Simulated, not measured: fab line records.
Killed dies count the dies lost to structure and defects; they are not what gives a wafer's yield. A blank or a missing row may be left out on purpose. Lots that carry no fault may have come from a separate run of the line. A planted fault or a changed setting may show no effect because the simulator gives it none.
fab line records :: flow sky130
[record]
  lots = 13
  wafers = 39
  lastDay = 50
route steps=708 shown CAP2M@616 PAD_OPEN@708
lots untouched by any fault: they come from a run of this same line in which no faults occurred
startH: the number of hours between the record's first day and the start of the first shown wafer of the lot :: waitH: hours since the lot's step before :: " the same as in the row above :: L1.1+2: a single row standing in for several wafers :: - no value present, or no start provided :: * or withheld: withheld :: < > ~ a bound
route shown NAME@n: NAME is a module with steps in the file, n the number in the route of the first one :: usual: average and standard deviation across the fault-free wafers :: same: alike in all rows :: chamber/n: place in a boat :: sites: each site's reading :: _std_site: their standard deviation :: _edge_site: outer sites' mean less inner sites' :: radiusMm: for every site, how far away it sits from the centre of the wafer :: mask NAME#n: copy n :: behind: tool/chamber where the wafer was last shaped :: hold: reason for holding the lot/hours on hold/outcome of the hold :: device: which transistor (n, p or np) failed to switch :: end of line: tests of these same wafers at the route's end :: a step with no rows: only its recipe :: killed: count of dies lost to structure and defects at first sort (not the wafer's yield) :: map: shows each die of a wafer: x if killed, . if not, _ if none is there
set.NAME: the setting as run; set.NAME@STEP: as run at that earlier step :: model.NAME: the simulator's own value behind a step, which no gauge read
route steps across a sampled set of lots; one table per step, one row per wafer
services: when a tool's chamber went out of use (startH, in hours from the record's first day, below 0 if earlier), for how many hours, and the reason
[[steps]]
[step SKY_CAP2M_METAL_ETCH_13]
[recipe]
  targetDepthNm = 220
  stopOn = SiO2
  chemistry = Cl2/BCl3
  target = TiN
  pressureMtorr = 10
  icpW = 900
  biasW = 48.5
  Cl2_flow_sccm = 60
  bcl3FlowSccm = 30
  timeS = 62.9
[usual]
  drypumpMotorCurrentA = 5.67/0.3
  oesProductAu = 0.939/0.0061
  throttleValvePct = 21.903/0.01
lot.wafer: L394.1
tool: rieMetal-04
chamber: 0
startH: 976.02
waitH: 0.0
drypumpMotorCurrentA: 5.60
oesProductAu: 0.935
rfHoursCounterH: 13
throttleValvePct: 21.902

lot.wafer: L394.3
tool: rieMetal-04
chamber: 0
startH: 976.02
waitH: 0.0
drypumpMotorCurrentA: 5.60
oesProductAu: 0.939
rfHoursCounterH: -
throttleValvePct: 21.901

lot.wafer: L394.5
tool: rieMetal-04
chamber: 0
startH: 976.02
waitH: 0.0
drypumpMotorCurrentA: 5.61
oesProductAu: 0.937
rfHoursCounterH: -
throttleValvePct: 21.913

lot.wafer: L395.2
tool: rieMetal-02
chamber: 1
startH: 984.65
waitH: 0.0
drypumpMotorCurrentA: 6.02
oesProductAu: 0.939
rfHoursCounterH: 12
throttleValvePct: 21.895

lot.wafer: L395.4
tool: rieMetal-02
chamber: 1
startH: 984.65
waitH: 0.0
drypumpMotorCurrentA: 6.00
oesProductAu: 0.935
rfHoursCounterH: -
throttleValvePct: 21.892

lot.wafer: L395.6
tool: rieMetal-02
chamber: 1
startH: 984.65
waitH: 0.0
drypumpMotorCurrentA: 6.03
oesProductAu: 0.930
rfHoursCounterH: -
throttleValvePct: 21.914

lot.wafer: L398.4
tool: rieMetal-04
chamber: 1
startH: 1013.38
waitH: 0.0
drypumpMotorCurrentA: 5.63
oesProductAu: 0.943
rfHoursCounterH: -
throttleValvePct: 21.908

lot.wafer: L398.5
tool: rieMetal-04
chamber: 0
startH: 1013.38
waitH: 0.0
drypumpMotorCurrentA: 5.60
oesProductAu: 0.937
rfHoursCounterH: -
throttleValvePct: 21.900

lot.wafer: L398.6
tool: rieMetal-04
chamber: 1
startH: 1013.38
waitH: 0.0
drypumpMotorCurrentA: 5.62
oesProductAu: 0.942
rfHoursCounterH: -
throttleValvePct: 21.905

lot.wafer: L397.1
tool: rieMetal-04
chamber: 0
startH: 1016.35
waitH: 0.0
drypumpMotorCurrentA: 5.59
oesProductAu: 0.939
rfHoursCounterH: 15
throttleValvePct: 21.897

lot.wafer: L397.5
tool: rieMetal-04
chamber: 1
startH: 1016.35
waitH: 0.0
drypumpMotorCurrentA: 5.62
oesProductAu: 0.939
rfHoursCounterH: -
throttleValvePct: 21.888

lot.wafer: L397.6
tool: rieMetal-04
chamber: 0
startH: 1016.35
waitH: 0.0
drypumpMotorCurrentA: 5.60
oesProductAu: 0.943
rfHoursCounterH: -
throttleValvePct: 21.890

lot.wafer: L399.2
tool: rieMetal-03
chamber: 0
startH: 1021.56
waitH: 0.0
drypumpMotorCurrentA: 6.05
oesProductAu: 0.953
rfHoursCounterH: 19
throttleValvePct: 21.886

lot.wafer: L399.3
tool: rieMetal-03
chamber: 1
startH: 1021.56
waitH: 0.0
drypumpMotorCurrentA: 5.91
oesProductAu: 0.936
rfHoursCounterH: -
throttleValvePct: 21.884

lot.wafer: L399.6
tool: rieMetal-03
chamber: 0
startH: 1021.56
waitH: 0.0
drypumpMotorCurrentA: 6.06
oesProductAu: 0.937
rfHoursCounterH: -
throttleValvePct: 21.885

lot.wafer: L400.3
tool: rieMetal-02
chamber: 1
startH: 1025.78
waitH: 0.0
drypumpMotorCurrentA: 6.00
oesProductAu: 0.944
rfHoursCounterH: -
throttleValvePct: 21.891

lot.wafer: L400.4
tool: rieMetal-02
chamber: 0
startH: 1025.78
waitH: 0.0
drypumpMotorCurrentA: 5.06
oesProductAu: 0.938
rfHoursCounterH: -
throttleValvePct: 21.893

lot.wafer: L400.5
tool: rieMetal-02
chamber: 1
startH: 1025.78
waitH: 0.0
drypumpMotorCurrentA: 6.00
oesProductAu: 0.940
rfHoursCounterH: -
throttleValvePct: 21.899

lot.wafer: L401.1
tool: rieMetal-04
chamber: 0
startH: 1028.21
waitH: 0.0
drypumpMotorCurrentA: 5.61
oesProductAu: 0.942
rfHoursCounterH: 16
throttleValvePct: 21.892

lot.wafer: L401.3
tool: rieMetal-04
chamber: 1
startH: 1028.21
waitH: 0.0
drypumpMotorCurrentA: 5.61
oesProductAu: 0.950
rfHoursCounterH: -
throttleValvePct: 21.902

lot.wafer: L401.5
tool: rieMetal-04
chamber: 0
startH: 1028.21
waitH: 0.0
drypumpMotorCurrentA: 5.58
oesProductAu: 0.943
rfHoursCounterH: -
throttleValvePct: 21.897

lot.wafer: L402.2
tool: rieMetal-04
chamber: 1
startH: 1033.55
waitH: 0.0
drypumpMotorCurrentA: 5.60
oesProductAu: 0.941
rfHoursCounterH: 18
throttleValvePct: 21.914

lot.wafer: L402.3
tool: rieMetal-04
chamber: 1
startH: 1033.55
waitH: 0.0
drypumpMotorCurrentA: 5.62
oesProductAu: 0.938
rfHoursCounterH: -
throttleValvePct: 21.910

lot.wafer: L402.5
tool: rieMetal-04
chamber: 0
startH: 1033.55
waitH: 0.0
drypumpMotorCurrentA: 5.57
oesProductAu: 0.938
rfHoursCounterH: -
throttleValvePct: 21.914

lot.wafer: L403.1
tool: rieMetal-04
chamber: 0
startH: 1045.02
waitH: 0.0
drypumpMotorCurrentA: 5.60
oesProductAu: 0.947
rfHoursCounterH: 17
throttleValvePct: 21.901

lot.wafer: L403.2
tool: rieMetal-04
chamber: 0
startH: 1045.02
waitH: 0.0
drypumpMotorCurrentA: 5.60
oesProductAu: 0.930
rfHoursCounterH: -
throttleValvePct: 21.906

lot.wafer: L403.6
tool: rieMetal-04
chamber: 0
startH: 1045.02
waitH: 0.0
drypumpMotorCurrentA: 5.61
oesProductAu: 0.757
rfHoursCounterH: -
throttleValvePct: 22.005

lot.wafer: L404.2
tool: rieMetal-03
chamber: 1
startH: 1050.90
waitH: 0.0
drypumpMotorCurrentA: 5.92
oesProductAu: 0.938
rfHoursCounterH: 16
throttleValvePct: 21.913

lot.wafer: L404.4
tool: rieMetal-03
chamber: 1
startH: 1050.90
waitH: 0.0
drypumpMotorCurrentA: 5.92
oesProductAu: 0.927
rfHoursCounterH: -
throttleValvePct: 21.908

lot.wafer: L404.5
tool: rieMetal-03
chamber: 0
startH: 1050.90
waitH: 0.0
drypumpMotorCurrentA: 6.09
oesProductAu: 0.940
rfHoursCounterH: -
throttleValvePct: 21.909

lot.wafer: L405.1
tool: rieMetal-04
chamber: 0
startH: 1056.31
waitH: 0.0
drypumpMotorCurrentA: 5.62
oesProductAu: 0.939
rfHoursCounterH: 18
throttleValvePct: 21.909

lot.wafer: L405.3
tool: rieMetal-04
chamber: 0
startH: 1056.31
waitH: 0.0
drypumpMotorCurrentA: 5.61
oesProductAu: 0.936
rfHoursCounterH: -
throttleValvePct: 21.891

lot.wafer: L405.5
tool: rieMetal-04
chamber: 0
startH: 1056.31
waitH: 0.0
drypumpMotorCurrentA: 5.63
oesProductAu: 0.763
rfHoursCounterH: -
throttleValvePct: 22.019

lot.wafer: L413.1
tool: rieMetal-03
chamber: 1
startH: 1099.76
waitH: 0.0
drypumpMotorCurrentA: 5.91
oesProductAu: 0.954
rfHoursCounterH: 19
throttleValvePct: 21.889

lot.wafer: L413.4
tool: rieMetal-03
chamber: 0
startH: 1099.76
waitH: 0.0
drypumpMotorCurrentA: 6.09
oesProductAu: 0.944
rfHoursCounterH: -
throttleValvePct: 21.903

lot.wafer: L413.6
tool: rieMetal-03
chamber: 1
startH: 1099.76
waitH: 0.0
drypumpMotorCurrentA: 5.88
oesProductAu: 0.946
rfHoursCounterH: -
throttleValvePct: 21.901

lot.wafer: L414.1
tool: rieMetal-02
chamber: 0
startH: 1103.71
waitH: 0.0
drypumpMotorCurrentA: 5.04
oesProductAu: 0.937
rfHoursCounterH: 16
throttleValvePct: 21.918

lot.wafer: L414.2
tool: rieMetal-02
chamber: 1
startH: 1103.71
waitH: 0.0
drypumpMotorCurrentA: 6.01
oesProductAu: 0.936
rfHoursCounterH: 20
throttleValvePct: 21.899

lot.wafer: L414.4
tool: rieMetal-02
chamber: 1
startH: 1103.71
waitH: 0.0
drypumpMotorCurrentA: 5.98
oesProductAu: 0.932
rfHoursCounterH: -
throttleValvePct: 21.905
[step SKY_CAP2M_STRIP_14]
[recipe]
  chemistry = O2/N2
  powerW = 1400
  pressureMtorr = 1500
  platenTempC = withheld
  o2FlowSccm = 3000
  n2FlowSccm = 300
  overashFraction = 0.5
[usual]
  drypumpMotorCurrentA = 5.54/0.24
  oesProductAu = 0.710/0.0046
  stripTimeToEndpointS = 12.62/0.046
lot.wafer: L394.1
tool: plasmaAsher-04
chamber: 1
startH: 976.10
waitH: 0.1
drypumpMotorCurrentA: 5.36
oesProductAu: 0.710
rfHoursCounterH: 87
stripTimeToEndpointS: 12.53

lot.wafer: L394.3
tool: plasmaAsher-04
chamber: 1
startH: 976.10
waitH: 0.1
drypumpMotorCurrentA: 5.37
oesProductAu: 0.717
rfHoursCounterH: -
stripTimeToEndpointS: 12.54

lot.wafer: L394.5
tool: plasmaAsher-04
chamber: 0
startH: 976.10
waitH: 0.1
drypumpMotorCurrentA: 5.85
oesProductAu: 0.712
rfHoursCounterH: -
stripTimeToEndpointS: 12.61

lot.wafer: L395.2
tool: plasmaAsher-04
chamber: 1
startH: 984.73
waitH: 0.1
drypumpMotorCurrentA: 5.37
oesProductAu: 0.707
rfHoursCounterH: 88
stripTimeToEndpointS: 12.58

lot.wafer: L395.4
tool: plasmaAsher-04
chamber: 1
startH: 984.73
waitH: 0.1
drypumpMotorCurrentA: 5.37
oesProductAu: 0.715
rfHoursCounterH: -
stripTimeToEndpointS: 12.62

lot.wafer: L395.6
tool: plasmaAsher-04
chamber: 0
startH: 984.73
waitH: 0.1
drypumpMotorCurrentA: 5.84
oesProductAu: 0.715
rfHoursCounterH: -
stripTimeToEndpointS: 12.62

lot.wafer: L398.4
tool: plasmaAsher-03
chamber: 1
startH: 1013.46
waitH: 0.1
drypumpMotorCurrentA: 5.57
oesProductAu: 0.715
rfHoursCounterH: -
stripTimeToEndpointS: 12.61

lot.wafer: L398.5
tool: plasmaAsher-03
chamber: 1
startH: 1013.46
waitH: 0.1
drypumpMotorCurrentA: 5.58
oesProductAu: 0.708
rfHoursCounterH: -
stripTimeToEndpointS: 12.59

lot.wafer: L398.6
tool: plasmaAsher-03
chamber: 0
startH: 1013.46
waitH: 0.1
drypumpMotorCurrentA: 5.52
oesProductAu: 0.704
rfHoursCounterH: -
stripTimeToEndpointS: 12.60

lot.wafer: L397.1
tool: plasmaAsher-03
chamber: 1
startH: 1016.43
waitH: 0.1
drypumpMotorCurrentA: 5.56
oesProductAu: 0.710
rfHoursCounterH: 58
stripTimeToEndpointS: 12.63

lot.wafer: L397.5
tool: plasmaAsher-03
chamber: 0
startH: 1016.43
waitH: 0.1
drypumpMotorCurrentA: 5.55
oesProductAu: 0.711
rfHoursCounterH: -
stripTimeToEndpointS: 12.66

lot.wafer: L397.6
tool: plasmaAsher-03
chamber: 1
startH: 1016.43
waitH: 0.1
drypumpMotorCurrentA: 5.58
oesProductAu: 0.715
rfHoursCounterH: -
stripTimeToEndpointS: 12.65

lot.wafer: L399.2
tool: plasmaAsher-03
chamber: 1
startH: 1021.63
waitH: 0.1
drypumpMotorCurrentA: 5.57
oesProductAu: 0.716
rfHoursCounterH: 59
stripTimeToEndpointS: 12.62

lot.wafer: L399.3
tool: plasmaAsher-03
chamber: 0
startH: 1021.63
waitH: 0.1
drypumpMotorCurrentA: 5.57
oesProductAu: 0.715
rfHoursCounterH: -
stripTimeToEndpointS: 12.61

lot.wafer: L399.6
tool: plasmaAsher-03
chamber: 0
startH: 1021.63
waitH: 0.1
drypumpMotorCurrentA: 5.57
oesProductAu: 0.710
rfHoursCounterH: -
stripTimeToEndpointS: 12.60

lot.wafer: L400.3
tool: plasmaAsher-04
chamber: 1
startH: 1025.86
waitH: 0.1
drypumpMotorCurrentA: 5.37
oesProductAu: 0.712
rfHoursCounterH: -
stripTimeToEndpointS: 12.54

lot.wafer: L400.4
tool: plasmaAsher-04
chamber: 0
startH: 1025.86
waitH: 0.1
drypumpMotorCurrentA: 5.83
oesProductAu: 0.710
rfHoursCounterH: -
stripTimeToEndpointS: 12.56

lot.wafer: L400.5
tool: plasmaAsher-04
chamber: 0
startH: 1025.86
waitH: 0.1
drypumpMotorCurrentA: 5.82
oesProductAu: 0.708
rfHoursCounterH: -
stripTimeToEndpointS: 12.60

lot.wafer: L401.1
tool: plasmaAsher-03
chamber: 1
startH: 1028.28
waitH: 0.1
drypumpMotorCurrentA: 5.59
oesProductAu: 0.709
rfHoursCounterH: 60
stripTimeToEndpointS: 12.67

lot.wafer: L401.3
tool: plasmaAsher-03
chamber: 1
startH: 1028.28
waitH: 0.1
drypumpMotorCurrentA: 5.57
oesProductAu: 0.712
rfHoursCounterH: -
stripTimeToEndpointS: 12.77

lot.wafer: L401.5
tool: plasmaAsher-03
chamber: 0
startH: 1028.28
waitH: 0.1
drypumpMotorCurrentA: 5.54
oesProductAu: 0.712
rfHoursCounterH: -
stripTimeToEndpointS: 12.71

lot.wafer: L402.2
tool: plasmaAsher-03
chamber: 0
startH: 1033.63
waitH: 0.1
drypumpMotorCurrentA: 5.54
oesProductAu: 0.711
rfHoursCounterH: 60
stripTimeToEndpointS: 12.67

lot.wafer: L402.3
tool: plasmaAsher-03
chamber: 1
startH: 1033.63
waitH: 0.1
drypumpMotorCurrentA: 5.56
oesProductAu: 0.703
rfHoursCounterH: -
stripTimeToEndpointS: 12.71

lot.wafer: L402.5
tool: plasmaAsher-03
chamber: 0
startH: 1033.63
waitH: 0.1
drypumpMotorCurrentA: 5.55
oesProductAu: 0.723
rfHoursCounterH: -
stripTimeToEndpointS: 12.63

lot.wafer: L403.1
tool: plasmaAsher-03
chamber: 0
startH: 1045.17
waitH: 0.1
drypumpMotorCurrentA: 5.57
oesProductAu: 0.705
rfHoursCounterH: 62
stripTimeToEndpointS: 12.68

lot.wafer: L403.2
tool: plasmaAsher-03
chamber: 1
startH: 1045.17
waitH: 0.1
drypumpMotorCurrentA: 5.58
oesProductAu: 0.713
rfHoursCounterH: 62
stripTimeToEndpointS: 12.62

lot.wafer: L403.6
tool: plasmaAsher-03
chamber: 1
startH: 1045.17
waitH: 0.1
drypumpMotorCurrentA: 5.59
oesProductAu: 0.714
rfHoursCounterH: -
stripTimeToEndpointS: 13.24

lot.wafer: L404.2
tool: plasmaAsher-03
chamber: 1
startH: 1050.98
waitH: 0.1
drypumpMotorCurrentA: 5.59
oesProductAu: 0.715
rfHoursCounterH: 62
stripTimeToEndpointS: 12.67

lot.wafer: L404.4
tool: plasmaAsher-03
chamber: 0
startH: 1050.98
waitH: 0.1
drypumpMotorCurrentA: 5.56
oesProductAu: 0.707
rfHoursCounterH: -
stripTimeToEndpointS: 12.63

lot.wafer: L404.5
tool: plasmaAsher-03
chamber: 0
startH: 1050.98
waitH: 0.1
drypumpMotorCurrentA: 5.55
oesProductAu: 0.709
rfHoursCounterH: -
stripTimeToEndpointS: 12.62

lot.wafer: L405.1
tool: plasmaAsher-04
chamber: 1
startH: 1056.38
waitH: 0.1
drypumpMotorCurrentA: 5.36
oesProductAu: 0.707
rfHoursCounterH: 93
stripTimeToEndpointS: 12.61

lot.wafer: L405.3
tool: plasmaAsher-04
chamber: 0
startH: 1056.38
waitH: 0.1
drypumpMotorCurrentA: 5.86
oesProductAu: 0.719
rfHoursCounterH: -
stripTimeToEndpointS: 12.72

lot.wafer: L405.5
tool: plasmaAsher-04
chamber: 0
startH: 1056.38
waitH: 0.1
drypumpMotorCurrentA: 5.85
oesProductAu: 0.718
rfHoursCounterH: -
stripTimeToEndpointS: 13.24

lot.wafer: L413.1
tool: plasmaAsher-03
chamber: 0
startH: 1099.83
waitH: 0.1
drypumpMotorCurrentA: 5.56
oesProductAu: 0.707
rfHoursCounterH: 69
stripTimeToEndpointS: 12.61

lot.wafer: L413.4
tool: plasmaAsher-03
chamber: 0
startH: 1099.83
waitH: 0.1
drypumpMotorCurrentA: 5.55
oesProductAu: 0.707
rfHoursCounterH: -
stripTimeToEndpointS: 12.61

lot.wafer: L413.6
tool: plasmaAsher-03
chamber: 0
startH: 1099.83
waitH: 0.1
drypumpMotorCurrentA: 5.54
oesProductAu: 0.710
rfHoursCounterH: -
stripTimeToEndpointS: 12.58

lot.wafer: L414.1
tool: plasmaAsher-03
chamber: 0
startH: 1103.78
waitH: 0.1
drypumpMotorCurrentA: 5.54
oesProductAu: 0.714
rfHoursCounterH: 69
stripTimeToEndpointS: 12.57

lot.wafer: L414.2
tool: plasmaAsher-03
chamber: 1
startH: 1103.78
waitH: 0.1
drypumpMotorCurrentA: 5.55
oesProductAu: 0.707
rfHoursCounterH: 69
stripTimeToEndpointS: 12.58

lot.wafer: L414.4
tool: plasmaAsher-03
chamber: 0
startH: 1103.78
waitH: 0.1
drypumpMotorCurrentA: 5.54
oesProductAu: 0.710
rfHoursCounterH: -
stripTimeToEndpointS: 12.62
[step SKY_PAD_OPEN_PROBE_99]
[usual]
  defectLimitedYield = 82.5/2
  killed_at_M0_to_M3 = 44/7
  killed_at_M4_up = 3.0/1.7
  killedAtContacts = 24/5.2
  killedAtFrontEnd = 15/4.8
  killedAtOther = 0.2/0.56
  killedDies = 86/9.7
  killedOnRim = 17/4.1
  killedOpen = 47/7.1
  killedShort = 39/6.3
  sort_bin_3_pad_short = 0.9/0.4
  sort_bin_5_function = 10.3/1.6
  sort_bin_6_memory = 6.3/1.2
  sortNPass = 406/9.7
  sortYieldPct = 82.5/2
[same]
  grossDies = 492
  killedAtBackSide = 0
  sort_bin_4_leakage[%] = 0
  sort_bin_8_speed[%] = 0
lot.wafer: L403.1
tool: prober-02
chamber: -
startH: 1155.19
waitH: 0.1
defectLimitedYield[%]: 80.7
killed_at_M0_to_M3: 47
killed_at_M4_up: 5
killedAtContacts: 32
killedAtFrontEnd: 11
killedAtOther: 0
killedDies: 95
killedOnRim: 20
killedOpen: 56
killedShort: 39
sort_bin_3_pad_short[%]: 1.2
sort_bin_5_function[%]: 11.2
sort_bin_6_memory[%]: 6.9
sortNPass: 397
sortYieldPct[%]: 80.7

lot.wafer: L403.2
tool: prober-02
chamber: -
startH: 1155.24
waitH: 0.1
defectLimitedYield[%]: 81.3
killed_at_M0_to_M3: 51
killed_at_M4_up: 3
killedAtContacts: 25
killedAtFrontEnd: 11
killedAtOther: 2
killedDies: 92
killedOnRim: 14
killedOpen: 56
killedShort: 34
sort_bin_3_pad_short[%]: 0.4
sort_bin_5_function[%]: 11.6
sort_bin_6_memory[%]: 6.7
sortNPass: 400
sortYieldPct[%]: 81.3

lot.wafer: L403.6
tool: prober-02
chamber: -
startH: 1155.44
waitH: 0.2
defectLimitedYield[%]: 0
killed_at_M0_to_M3: 47
killed_at_M4_up: 5
killedAtContacts: 29
killedAtFrontEnd: 8
killedAtOther: 403
killedDies: 492
killedOnRim: 96
killedOpen: 54
killedShort: 37
sort_bin_3_pad_short[%]: 82.3
sort_bin_5_function[%]: 10.0
sort_bin_6_memory[%]: 7.7
sortNPass: 0
sortYieldPct[%]: 0

lot.wafer: L404.2
tool: prober-01
chamber: -
startH: 1159.59
waitH: 0.1
defectLimitedYield[%]: 81.5
killed_at_M0_to_M3: 51
killed_at_M4_up: 4
killedAtContacts: 21
killedAtFrontEnd: 14
killedAtOther: 1
killedDies: 91
killedOnRim: 18
killedOpen: 51
killedShort: 39
sort_bin_3_pad_short[%]: 0.6
sort_bin_5_function[%]: 12.8
sort_bin_6_memory[%]: 5.1
sortNPass: 401
sortYieldPct[%]: 81.5

lot.wafer: L404.4
tool: prober-01
chamber: -
startH: 1159.69
waitH: 0.2
defectLimitedYield[%]: 80.5
killed_at_M0_to_M3: 41
killed_at_M4_up: 3
killedAtContacts: 24
killedAtFrontEnd: 26
killedAtOther: 2
killedDies: 96
killedOnRim: 23
killedOpen: 59
killedShort: 36
sort_bin_3_pad_short[%]: 0.6
sort_bin_5_function[%]: 12.4
sort_bin_6_memory[%]: 6.5
sortNPass: 396
sortYieldPct[%]: 80.5

lot.wafer: L404.5
tool: prober-01
chamber: -
startH: 1159.74
waitH: 0.2
defectLimitedYield[%]: 80.7
killed_at_M0_to_M3: 52
killed_at_M4_up: 3
killedAtContacts: 25
killedAtFrontEnd: 14
killedAtOther: 1
killedDies: 95
killedOnRim: 17
killedOpen: 52
killedShort: 43
sort_bin_3_pad_short[%]: 1.8
sort_bin_5_function[%]: 10.8
sort_bin_6_memory[%]: 6.7
sortNPass: 397
sortYieldPct[%]: 80.7

lot.wafer: L405.1
tool: prober-02
chamber: -
startH: 1163.82
waitH: 0.1
defectLimitedYield[%]: 82.9
killed_at_M0_to_M3: 35
killed_at_M4_up: 2
killedAtContacts: 27
killedAtFrontEnd: 19
killedAtOther: 1
killedDies: 84
killedOnRim: 23
killedOpen: 37
killedShort: 47
sort_bin_3_pad_short[%]: 1.4
sort_bin_5_function[%]: 10.4
sort_bin_6_memory[%]: 5.3
sortNPass: 408
sortYieldPct[%]: 82.9

lot.wafer: L405.3
tool: prober-02
chamber: -
startH: 1163.92
waitH: 0.2
defectLimitedYield[%]: 83.3
killed_at_M0_to_M3: 46
killed_at_M4_up: 6
killedAtContacts: 19
killedAtFrontEnd: 10
killedAtOther: 1
killedDies: 82
killedOnRim: 21
killedOpen: 45
killedShort: 37
sort_bin_3_pad_short[%]: 0.6
sort_bin_5_function[%]: 9.3
sort_bin_6_memory[%]: 6.7
sortNPass: 410
sortYieldPct[%]: 83.3

lot.wafer: L405.5
tool: prober-02
chamber: -
startH: 1164.02
waitH: 0.2
defectLimitedYield[%]: 0
killed_at_M0_to_M3: 42
killed_at_M4_up: 3
killedAtContacts: 28
killedAtFrontEnd: 21
killedAtOther: 398
killedDies: 492
killedOnRim: 96
killedOpen: 49
killedShort: 45
sort_bin_3_pad_short[%]: 81.5
sort_bin_5_function[%]: 12.2
sort_bin_6_memory[%]: 6.3
sortNPass: 0
sortYieldPct[%]: 0
// killed by level:class
L403.1 VIA1:geometricParticle:open=13 CONTACT:geometricParticle:open=11 VIA3:geometricParticle:open=8 LI_CONTACT:geometricParticle:open=8 VIA3:geometricParticle:short=7 VIA2:geometricParticle:open=7 LOCAL_INTERCONNECT:geometricParticle:short=6 VIA1:geometricParticle:short=5
L403.2 VIA1:geometricParticle:open=13 CONTACT:geometricParticle:open=12 VIA3:geometricParticle:open=9 VIA1:geometricParticle:short=7 VIA2:geometricParticle:open=7 LI_CONTACT:geometricParticle:open=5 LOCAL_INTERCONNECT:geometricParticle:short=5 METAL1:geometricParticle:short=4
L403.6 CAP2M:areaEtch=401 VIA1:geometricParticle:open=13 CONTACT:geometricParticle:open=10 LI_CONTACT:geometricParticle:open=8 VIA3:geometricParticle:open=7 VIA2:geometricParticle:short=7 METAL1:geometricParticle:short=6 CONTACT:geometricParticle:short=5
L404.2 VIA1:geometricParticle:open=10 VIA2:geometricParticle:open=9 CONTACT:geometricParticle:open=8 VIA3:geometricParticle:open=6 METAL1:geometricParticle:short=5 VIA1:geometricParticle:short=4 FIELD_ISO:geometricParticle:short=4 LI_CONTACT:geometricParticle:open=4
L404.4 VIA1:geometricParticle:open=11 LI_CONTACT:geometricParticle:open=10 VIA3:geometricParticle:open=9 FIELD_ISO:geometricParticle:open=8 CONTACT:geometricParticle:open=8 FIELD_ISO:geometricParticle:short=6 POLY_GATE:geometricParticle:short=6 METAL1:geometricParticle:short=5
L404.5 VIA1:geometricParticle:open=15 CONTACT:geometricParticle:open=12 VIA3:geometricParticle:open=7 METAL2:geometricParticle:short=7 METAL1:geometricParticle:short=5 FIELD_ISO:geometricParticle:short=5 FIELD_ISO:geometricParticle:open=5 VIA2:geometricParticle:short=5
L405.1 CONTACT:geometricParticle:open=8 VIA1:geometricParticle:open=8 LOCAL_INTERCONNECT:geometricParticle:short=7 METAL1:geometricParticle:short=7 VIA2:geometricParticle:open=6 CONTACT:geometricParticle:short=5 POLY_GATE:geometricParticle:short=5 LI_CONTACT:geometricParticle:open=5
L405.3 VIA1:geometricParticle:open=11 VIA1:geometricParticle:short=7 VIA3:geometricParticle:open=7 LI_CONTACT:geometricParticle:open=6 METAL2:geometricParticle:short=6 VIA2:geometricParticle:open=6 CONTACT:geometricParticle:open=5 METAL1:geometricParticle:short=5
L405.5 CAP2M:areaEtch=398 LI_CONTACT:geometricParticle:open=10 VIA3:geometricParticle:open=9 VIA1:geometricParticle:open=9 LOCAL_INTERCONNECT:geometricParticle:short=6 METAL1:geometricParticle:short=6 POLY_GATE:geometricParticle:short=5 CONTACT:geometricParticle:open=5
[[services]]
tool: rieMetal-03
chamber: -
startH: 958.19
hours: 2.8
kind: pm

tool: rieMetal-04
chamber: -
startH: 959.22
hours: 4.3
kind: pm

tool: plasmaAsher-03
chamber: -
startH: 959.30
hours: 0.5
kind: repair

tool: plasmaAsher-04
chamber: -
startH: 962.02
hours: 3.4
kind: repair

tool: rieMetal-03
chamber: -
startH: 981.81
hours: 0.2
kind: repair

tool: plasmaAsher-04
chamber: -
startH: 995.30
hours: 28.1
kind: pm

tool: rieMetal-04
chamber: -
startH: 1008.66
hours: 1.3
kind: repair

tool: rieMetal-04
chamber: 1
startH: 1042.70
hours: 9.7
kind: repair

tool: plasmaAsher-04
chamber: -
startH: 1064.37
hours: 37.5
kind: pm

tool: rieMetal-02
chamber: 0
startH: 1069.45
hours: 2.6
kind: repair
[[key]]
[firstSign]
  step = SKY_CAP2M_METAL_ETCH_13
  reading = oesProductAu
  direction = down
  sigmas = 29
  usual = 0.939
  struck = 0.760
[effect]
  step = SKY_CAP2M_METAL_ETCH_13
  reading = throttleValvePct
  direction = up
  sigmas = 11
  usual = 21.903
  struck = 22.012
[effect]
  step = SKY_CAP2M_STRIP_14
  reading = stripTimeToEndpointS
  direction = up
  sigmas = 13
  usual = *
  struck = *
[effect]
  step = SKY_PAD_OPEN_PROBE_99
  reading = killedAtOther
  direction = up
  sigmas = 99+
  usual = 0.2
  struck = 400.5
[moreKillsBornAt]
  SKY_CAP2M_METAL_ETCH_13@rieMetal-04 = 799
metAt SKY_CAP2M_METAL_ETCH_13
struckLots L403,L405
struckWafers L403.6,L405.5
laterRowsLeftOut L403.6,L405.5
onsetBetween 1033.55 1045.02
[fault]
  kind = processParameterDrift
  tool = rieMetal-04
  chamber = -
  onsetH = 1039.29
  steps = SKY_CAP2M_METAL_ETCH_13
  channel = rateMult
  offset = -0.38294
  shape = step
  endH = 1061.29
  scope = struckWafersOnly
// laterRowsLeftOut: the simulator's readings of these wafers behind a module that went badly wrong aren't trusted and aren't shown, but for the sort
